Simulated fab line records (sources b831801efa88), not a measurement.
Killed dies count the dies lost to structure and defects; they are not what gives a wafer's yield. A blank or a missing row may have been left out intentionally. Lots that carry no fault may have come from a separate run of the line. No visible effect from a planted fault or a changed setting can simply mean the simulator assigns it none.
Comparing a struck lot with a sound one / flow sky130 / 15 steps out of a route of 708
Sound: these wafers, L169.1, L169.2, L169.3. The struck wafers were L170.1, L170.2, L170.3. The cause comes at the end.
Order at every step that has rows: each side's tool, ch and its chambers, its first start. Under that, the readings that differ: sound wafers / struck wafers / difference of the means / sigmas: that difference in standard deviations of wafers without a fault.
alike: a reading whose means differ by less than 2 such deviations, as well as words and numbers matching on both sides. not compared: withheld readings; readings where some wafer has no value; bounds like >300 that might hide an equal value; numbers whose values overlap and for which the record gives no deviation.
Wherever a step has rows on one side only, a row that says differs or no value, or a row with sigmas, the two part there. Numbers that have no deviation but don't overlap get no sigmas and don't part them. A reading missing from all wafers of one side parts the sides only when that side holds two or more wafers.

SKY_VIA3_ETCH_14: etches BARC in N2/H2, stops on SiO2, time 45.9 s, target depth 60 nm.
  sound on rie-diel-03 ch 0,1,2, day 40 08:40; struck on rie-diel-04 ch 0,2,3, day 41 10:41
  alike: drypump-motor-current-A, oes-product-au, throttle-valve-pct
  not compared: rf-hours-counter-h
SKY_VIA3_ETCH_15: etches SiO2 in C4F8/O2/Ar, stops on TiN, target depth 507 nm, time 78 s.
  sound on rie-diel-03 ch 0,1,2, day 40 08:42; struck on rie-diel-04 ch 0,2,3, day 41 10:43
  alike: oes-product-au
  not compared: rf-hours-counter-h
SKY_VIA3_STRIP_16: strips in O2/N2.
  sound on plasma-asher-02 ch 0,1, day 40 08:46; struck on plasma-asher-04 ch 0,1, day 41 10:47
reading=drypump-motor-current-A (A); sound=5.6 4.9 4.9; struck=5.7 5.8 5.9; difference=+0.7; sigmas=+2
  alike: oes-product-au, strip-time-to-endpoint-s
  not compared: rf-hours-counter-h
then, 4 steps without rows for these wafers: SKY_VIA3_STRIP_17 (strips in post etch residue remover, time 1200 s); SKY_VIA3_CLEAN_18 (cleans in IPA, time 180 s); SKY_VIA3_CLEAN_19 (cleans in O3/DIW); SKY_VIA3_SPUTTER_20 (material TiN, target thk 20 nm, time 80 s).
SKY_VIA3_CVD_21: deposits W, target thk 390 nm, time 117.31 s.
  sound on cvd-w-02 ch 0,1, day 40 09:28; struck on cvd-w-01 ch 0,1, day 41 11:26
  alike: heater-power-outer-w, heater-power-w
SKY_VIA3_RS_MEAS_22: uses a four-point probe to measure.
  sound: film-metro-02 at day 40 09:35; struck: film-metro-03 at day 41 11:34
  alike: VIA3_W_RS
SKY_VIA3_THK_MEAS_23: measures by xrf.
  sound: film-metro-02 at day 40 09:42; struck: film-metro-03 at day 41 11:41
  alike: VIA3_W_THK
SKY_VIA3_CMP_24: polishes, stops on SiO2, t overpolish 20 s, target thk 0 nm.
  sound on cmp-01 ch 1,2,3, day 40 09:46; struck on cmp-02 ch 0,1,2, day 41 11:47
  alike: motor-current-A, overpolish-run-s, time-to-endpoint-s
then, 1 step without rows for these wafers: SKY_METAL4_SPUTTER_00 (material Ti, target thk 15 nm, time 10 s).
SKY_METAL4_SPUTTER_01: material TiN, target thk 20 nm, time 16.7 s.
  sound: pvd-sputter-03 at day 40 10:05; struck: pvd-sputter-02 at day 41 12:04
  no value came back on the struck wafers for cathode-dc-power-W (W), chamber-pressure-pa (Pa), throttle-valve-pct (%), time-s (s); on the sound wafers cathode-dc-power-W (W) reads 6501.7 6500.6 6499.8
then, 1 step without rows for these wafers: SKY_METAL4_SPUTTER_02 (material AlCu, target thk 735 nm, time 39.1 s).
-- the record jumps here: 6 days lie between the struck wafers' starts before and after (it left off in module METAL4 and takes up again in module PAD_OPEN, whose first step shown is number 708 of the route) --
SKY_PAD_OPEN_PROBE_99:
  sound: prober-01 at day 46 08:50; struck: prober-02 at day 47 06:38
reading=sort_bin_6_memory (%); sound=6.9 9.3 6.1; struck=5.1 5.5 4.9; difference=-2.3; sigmas=-2
reading=model.etest.met4.line-ohm-um; sound=0.1442 0.1433 0.1407; struck=0.1519 0.1535 0.1489; difference=+0.0087; sigmas=
reading=model.etest.met4.rs-ohm-sq; sound=0.04252 0.04226 0.04182; struck=0.04476 0.04576 0.04508; difference=+0.00300; sigmas=
  alike: defect-limited-yield, killed_at_M0_to_M3, killed_at_M4_up, killed-at-contacts, killed-at-front-end, killed-at-other, killed-dies, killed-open, killed-short, sort_bin_3_pad_short, sort_bin_5_function, sort-n-pass, sort-yield-pct
  not compared: model.etest.via3-chain.rc-ohm

WHERE THEY PART
Last at SKY_PAD_OPEN_PROBE_99 as far as this record goes, first at SKY_VIA3_STRIP_16.

WHY: what had been put in by the simulator
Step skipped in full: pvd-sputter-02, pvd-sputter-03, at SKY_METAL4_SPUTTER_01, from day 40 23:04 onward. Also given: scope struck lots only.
